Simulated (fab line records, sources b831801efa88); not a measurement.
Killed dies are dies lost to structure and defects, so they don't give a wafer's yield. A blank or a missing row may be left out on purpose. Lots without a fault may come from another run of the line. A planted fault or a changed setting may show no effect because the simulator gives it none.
A struck lot beside a sound one | flow gf180mcu | 14 steps out of a route of 602
Sound: wafers L566.1, L566.2, L566.4. Struck: wafers L567.1, L567.4, L567.5. The cause comes at the end.
At each step with rows: each side's tool, then ch and its chambers, then its first start. Under that, the readings that differ: sound wafers | struck wafers | difference of the means | sigmas: that difference in standard deviations of wafers without a fault.
alike: readings whose means differ by less than 2 such deviations, and words and numbers that are the same on both sides. not compared: withheld readings, readings that some wafer has no value for, bounds like >300 that may hide the same value, and numbers for which the record gives no deviation and whose values overlap.
The two part at a step that has a row with sigmas, a row that says differs or no value, or rows on one side only. Numbers that don't overlap but have no deviation are shown without sigmas and don't part them. A reading that every wafer of one side lacks parts them only if that side has two wafers or more.

GF_CONTACT_THK_MEAS_01:
  sound on film_metro-02, day 18 05:17; struck on film_metro-04, day 18 12:53
  alike: CONTACT_CVD_00_THK
GF_CONTACT_CVD_02: deposits SiO2 from TEOS, target thk 860 nm, time 95.992 s.
  sound on pecvd-04 ch 0,1, day 18 05:20; struck on pecvd-02 ch 0,1,2, day 18 12:57
  alike: heater_power_w
GF_CONTACT_THK_MEAS_03:
  sound on film_metro-03, day 18 05:25; struck on film_metro-02, day 18 13:01
  alike: CONTACT_CVD_02_THK
GF_CONTACT_CMP_04: polishes SiO2.
  sound on cmp-02 ch 0,2,3, day 18 05:28; struck on cmp-02 ch 0,1, day 18 13:05
  alike: edge_zone_pressure_frac, head_pressure_psi, motor_current_A, time_to_endpoint_s
GF_CONTACT_BOW_MEAS_05:
  sound on film_metro-02, day 18 05:46; struck on film_metro-04, day 18 13:23
  alike: CONTACT_BOW
then, 6 steps without rows for these wafers: GF_CONTACT_DEHYDRATE_06 (time 60 s); GF_CONTACT_HMDS_07 (prime time 60 s); GF_CONTACT_COAT_08; GF_CONTACT_COAT_09 (resist thk 1000 nm); GF_CONTACT_SOFTBAKE_10 (time 60 s); GF_CONTACT_EXPOSE_11 (exposes mask Contact, target cd 220 nm).
GF_CONTACT_PEB_12: peb time 94.08 s.
  sound on litho_track-04 ch 0; struck on litho_track-04 ch 0
  alike: plate_sensor_t_centre_C, plate_sensor_t_edge_C
GF_CONTACT_DEVELOP_13: develop time 60 s.
  sound on litho_track-04 ch 0, day 19 04:33; struck on litho_track-04, day 19 13:57
  no value came back on the struck wafers for chill_plate_temp_C (C), develop_time_s (s); on the sound wafers chill_plate_temp_C (C) reads 23.04 23.15 23.02
  reading                                  | sound           | struck          | difference | sigmas
  model.KrF_of_CONTACT_COAT_09.thk_nm (nm) | 986.5 986 986.3 | 998.4 999 998.7 | +12.4      |
GF_CONTACT_CD_MEAS_14: target cd 220 nm.
  sound on cd_sem-01, day 19 04:42; struck on cd_sem-02, day 19 14:06
  reading    | sound             | struck | difference                    | sigmas
  cd_nm (nm) | 218.7 218.7 220.4 | - - -  | no value on the struck wafers |

WHERE THEY PART
First at GF_CONTACT_DEVELOP_13; last, within this record, at GF_CONTACT_CD_MEAS_14.

WHY: what the simulator had put in
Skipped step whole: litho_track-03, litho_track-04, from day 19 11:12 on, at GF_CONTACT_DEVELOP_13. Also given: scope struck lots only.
